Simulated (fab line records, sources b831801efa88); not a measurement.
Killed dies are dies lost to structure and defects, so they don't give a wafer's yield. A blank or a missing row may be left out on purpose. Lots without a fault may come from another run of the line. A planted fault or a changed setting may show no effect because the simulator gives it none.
Which tool did it? | flow sky130 | 7 lots, 21 wafers sampled, at 2 steps of a route of 708

WHAT THE GAUGES READ, wafer by wafer
SKY_VIA4_OVL_MEAS_11.
lot  | measured     | on         | VIA4_OVL (nm)
L837 | day 43 11:54 | overlay-01 | 0.9 -0.3 -0.4
L841 | day 44 11:57 | overlay-01 | - - -
L843 | day 45 05:11 | overlay-02 | - - -
L850 | day 47 05:04 | overlay-01 | -0.4 0.5 1.4
L852 | day 47 09:27 | overlay-01 | 0.0 -0.8 -1.1
L854 | day 47 17:21 | overlay-01 | -2.8 -1.7 -2.8
L856 | day 48 04:39 | overlay-02 | 2.0 2.5 1.7

WHICH TOOL RAN EACH LOT (tool, then ch and the chambers of the sampled wafers, then the start)
lot  | SKY_VIA4_EXPOSE_08
L837 | iline_stepper-02 ch 0, day 43 01:00
L841 | iline_stepper-02, day 44 01:17
L843 | iline_stepper-02, day 44 18:23
L850 | iline_stepper-02 ch 0, day 46 18:26
L852 | iline_stepper-02 ch 0, day 47 00:14
L854 | iline_stepper-01 ch 0, day 47 09:16
L856 | iline_stepper-02 ch 0, day 47 19:14
- SKY_VIA4_EXPOSE_08: exposes mask VIM4, target cd 800 nm.

THE ANSWER, worked out from the rows above alone
Rule: what is usual is taken from the lots themselves. Put in order of their means at a reading, lots are off if they are a third of the lots or fewer, leave a main group of 4 or more, and stand apart from it by a gap of 3 or more times the standard deviation of the main group's means; of several such gaps the widest counts. A main group whose means are all the same, to the digits that the tables above print for the reading, isn't used. A lot without any number at a reading at which 4 lots or more have one is off too. The other lots that the step has rows for count as sound.
Off: L841, L843, at SKY_VIA4_OVL_MEAS_11 (VIA4_OVL). Without a number there: L841, L843. The main group: mean -0.1 nm, standard deviation 1.5.
A tool fits if, at a process step before that reading, it ran every lot that is off, and no sound lot after the first of them. The gauges at SKY_VIA4_OVL_MEAS_11 are tried like those tools. None of those tried fits.

WHAT THE SIMULATOR HAD PUT IN
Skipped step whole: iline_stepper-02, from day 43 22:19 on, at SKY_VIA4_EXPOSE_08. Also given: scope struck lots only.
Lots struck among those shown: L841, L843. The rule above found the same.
